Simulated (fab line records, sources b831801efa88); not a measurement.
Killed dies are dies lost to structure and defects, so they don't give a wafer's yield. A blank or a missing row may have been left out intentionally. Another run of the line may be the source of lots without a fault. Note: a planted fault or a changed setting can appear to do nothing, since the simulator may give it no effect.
What tool caused it? :: flow sky130 :: 6 lots with 18 wafers sampled at 4 steps, on a route of 708 steps

WHAT EACH GAUGE READ, for each wafer
SKY_METAL2_RS_MEAS_05: a four-point-probe measurement.
lot: L670
measured: day 35 04:05
on: film-metro-04
METAL2_ALCU_RS (ohm/sq): 0.1263 0.1278 0.1278

lot: L671
measured: day 35 18:07
on: film-metro-01
METAL2_ALCU_RS (ohm/sq): 0.1271 0.1268 0.1278

lot: L673
measured: day 36 03:08
on: film-metro-04
METAL2_ALCU_RS (ohm/sq): 0.1248 0.1250 0.1244

lot: L679
measured: day 37 21:18
on: film-metro-04
METAL2_ALCU_RS (ohm/sq): 0.1252 0.0682 0.1259

lot: L685
measured: day 39 07:37
on: film-metro-02
METAL2_ALCU_RS (ohm/sq): 0.1236 0.1243 0.1239

lot: L691
measured: day 41 05:49
on: film-metro-04
METAL2_ALCU_RS (ohm/sq): 0.1273 0.1288 0.1282

EACH LOT AND THE TOOL THAT RAN IT (in order: tool; ch and the chambers of the sampled wafers; start)
lot: L670
SKY_METAL1_ETCH_18: rie-metal-02 ch 0,1, day 33 23:27
SKY_VIA1_STRIP_16: plasma-asher-03 ch 0,1, day 35 02:43
SKY_METAL2_SPUTTER_02: pvd-sputter-04, day 35 03:59

lot: L671
SKY_METAL1_ETCH_18: rie-metal-01 ch 0,1, day 34 12:40
SKY_VIA1_STRIP_16: plasma-asher-03 ch 0, day 35 16:45
SKY_METAL2_SPUTTER_02: pvd-sputter-03, day 35 18:02

lot: L673
SKY_METAL1_ETCH_18: rie-metal-02 ch 0, day 34 21:47
SKY_VIA1_STRIP_16: plasma-asher-04 ch 0,1, day 36 01:44
SKY_METAL2_SPUTTER_02: pvd-sputter-04, day 36 03:01

lot: L679
SKY_METAL1_ETCH_18: rie-metal-01 ch 0, day 36 17:23
SKY_VIA1_STRIP_16: plasma-asher-04 ch 0,1, day 37 19:53
SKY_METAL2_SPUTTER_02: pvd-sputter-04, day 37 21:12

lot: L685
SKY_METAL1_ETCH_18: rie-metal-02 ch 1, day 38 03:33
SKY_VIA1_STRIP_16: plasma-asher-04 ch 0,1, day 39 06:16
SKY_METAL2_SPUTTER_02: pvd-sputter-03, day 39 07:32

lot: L691
SKY_METAL1_ETCH_18: rie-metal-02 ch 0,1, day 40 02:54
SKY_VIA1_STRIP_16: plasma-asher-04 ch 0,1, day 41 04:27
SKY_METAL2_SPUTTER_02: pvd-sputter-01, day 41 05:43
- SKY_METAL1_ETCH_18: etches BARC in N2/H2, stops on SiO2, time 45.9 s, target depth 60 nm.
- SKY_VIA1_STRIP_16: strips in O2/N2.
- SKY_METAL2_SPUTTER_02: material AlCu, target thk 250 nm, time 13.3 s.

THE ANSWER, worked out from the rows above alone
Rule: usual is defined by the lots themselves. Put in order of their means at a reading, lots are off if they are a third of the lots or fewer, leave a main group of 4 or more, and stand apart from it by a gap of 3 or more times the standard deviation of the main group's means; of several such gaps the widest counts. A main group is skipped when, at the precision printed for the reading in the tables above, its means are all equal. A lot without any number at a reading at which 4 lots or more have one is off too. The other lots that the step has rows for count as sound.
Off: L679, at SKY_METAL2_RS_MEAS_05 (METAL2_ALCU_RS). The main group has a mean of 0.1263 ohm/sq with a standard deviation of 0.0016.
If a tool, at a process step before that reading, ran all the lots that are off and no sound lot after the first of them, it fits. Gauges at SKY_METAL2_RS_MEAS_05: tried the same way as those tools. This does not decide it: 2 tools fit, namely rie-metal-01 at SKY_METAL1_ETCH_18 and pvd-sputter-04 at SKY_METAL2_SPUTTER_02.

WHAT THE SIMULATOR HAD INSERTED
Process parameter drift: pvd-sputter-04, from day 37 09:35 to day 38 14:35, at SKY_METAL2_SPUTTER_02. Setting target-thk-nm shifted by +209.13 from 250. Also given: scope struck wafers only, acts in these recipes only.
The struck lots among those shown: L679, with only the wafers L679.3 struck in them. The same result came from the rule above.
